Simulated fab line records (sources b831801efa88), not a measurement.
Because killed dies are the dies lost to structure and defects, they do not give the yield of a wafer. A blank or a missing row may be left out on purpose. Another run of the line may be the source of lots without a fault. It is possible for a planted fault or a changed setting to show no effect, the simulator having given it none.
Split-lot trial ; flow sky130 ; 23 wafers read across 5 lots, on a route 708 steps long

ON THE SPLIT
At SKY_VT_ADJUST_NCORE_COAT_02 (resist thk 1140 nm), the setting spin-rpm was moved away from the recipe's 3000 rpm on 8 of the 23 wafers read, by -2.7% to +7.4%. The other wafers ran this setting at the recipe's value.

The reading is taken at the split's own step.

THE READING
NOVOLAK_of_VT_ADJUST_NCORE_COAT_02.thk-nm (the simulator's own value, which no gauge read), in nm, at SKY_VT_ADJUST_NCORE_COAT_02 (resist thk 1140 nm). There is no usual value for it anywhere in the file. Across the 15 wafers here that went through the recipe, the average is 1140 nm and the standard deviation 2.7 nm.

wafer;tool, chamber at the split;spin-rpm as run, rpm;against the recipe;NOVOLAK_of_VT_ADJUST_NCORE_COAT_02.thk-nm, nm;against lot-mates on the recipe
L078.2;litho-track-03, 0;3000;recipe;1144;-
L078.4;litho-track-03, 0;3000;recipe;1143;-
L078.6;litho-track-03, 0;3000;recipe;1141;-
L079.1;litho-track-03, 0;3094;+3.1%;1115;-20
L079.2;litho-track-03, 0;3094;+3.1%;1120;-15
L079.3;litho-track-03, 0;3094;+3.1%;1116;-19
L079.5;litho-track-03, 0;3000;recipe;1136;-
L079.6;litho-track-03, 0;3000;recipe;1134;-
L081.1;litho-track-02, 0;3000;recipe;1140;-
L081.2;litho-track-02, 0;3000;recipe;1139;-
L081.6;litho-track-02, 0;3000;recipe;1139;-
L081.3;litho-track-02, 0;3000;recipe;1143;-
L081.5;litho-track-02, 0;3000;recipe;1143;-
L082.1;litho-track-02, 0;3000;recipe;1143;-
L082.3;litho-track-02, 0;3000;recipe;1139;-
L082.4;litho-track-02, 0;2918;-2.7%;1157;+16
L082.5;litho-track-02, 0;3000;recipe;1140;-
L082.6;litho-track-02, 0;2918;-2.7%;1156;+15
L084.1;litho-track-03, 0;3000;recipe;1138;-
L084.2;litho-track-03, 0;3223;+7.4%;1102;-38
L084.5;litho-track-03, 0;3223;+7.4%;1102;-38
L084.3;litho-track-03, 0;3000;recipe;1141;-
L084.6;litho-track-03, 0;3223;+7.4%;1101;-38

THE FIT
A straight line over all 23 wafers: NOVOLAK_of_VT_ADJUST_NCORE_COAT_02.thk-nm changes by -5.51 nm for each +1% of spin-rpm; r = -0.98; the points scatter about the line by 3.5 nm.
The same after taking each lot's own level away (the mean of its wafers on the recipe; 23 wafers): -5.24 nm for each +1%; r = -0.99; scatter 1.8 nm.
The reading moves by 39 nm for the largest change in spin-rpm, on that fit.
From 1135.0 to 1142.7 nm: that is the span of the lots' own levels, equal to 2.8 times the standard deviation above.
The two slopes agree, so the slope changes little with the lot-to-lot level.
Check: for one of the wafers moved furthest among these (+7.4%), held out of the fit, the line's prediction against its lot-mates is -39.4 nm. Against them it came out at -37.5 nm.

OTHER SPLITS APPLIED TO THESE WAFERS
These wafers also went through other splits before the reading. Each is held against what the fit with the lots' levels taken away leaves over:
other split on the same wafers;wafers away from the commonest value;r with NOVOLAK_of_VT_ADJUST_NCORE_COAT_02.thk-nm (lot level and that fit taken away)
SKY_FIELD_ISO_COAT_08 spin-rpm;8;-0.15
SKY_FIELD_ISO_ETCH_14 source-w;9;-0.13
SKY_NWELL_IMPLANT_11 dose-cm2;9;+0.00
SKY_VT_ADJUST_HVTP_DEVELOP_06 develop-time-s;11;+0.16
SKY_VT_ADJUST_HVTP_IMPLANT_09 energy-kev;10;-0.27

THE WHOLE CHAIN: every reading that the file lists as answering this split, in the file's order
step;what it does;reading;change (the file's fit);r (the file's)
SKY_VT_ADJUST_NCORE_COAT_02;resist thk 1140 nm;NOVOLAK_of_VT_ADJUST_NCORE_COAT_02.thk-nm (the simulator's own value, which no gauge read);-5.23 nm for each +1% of the setting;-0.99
SKY_VT_ADJUST_NCORE_STRIP_10;strips in O2/N2;strip-time-to-endpoint-s;withheld for each +1% of the setting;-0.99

FILE'S OWN FIT
NOVOLAK_of_VT_ADJUST_NCORE_COAT_02.thk-nm changes by -5.23 nm for each +1% of spin-rpm, r = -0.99.
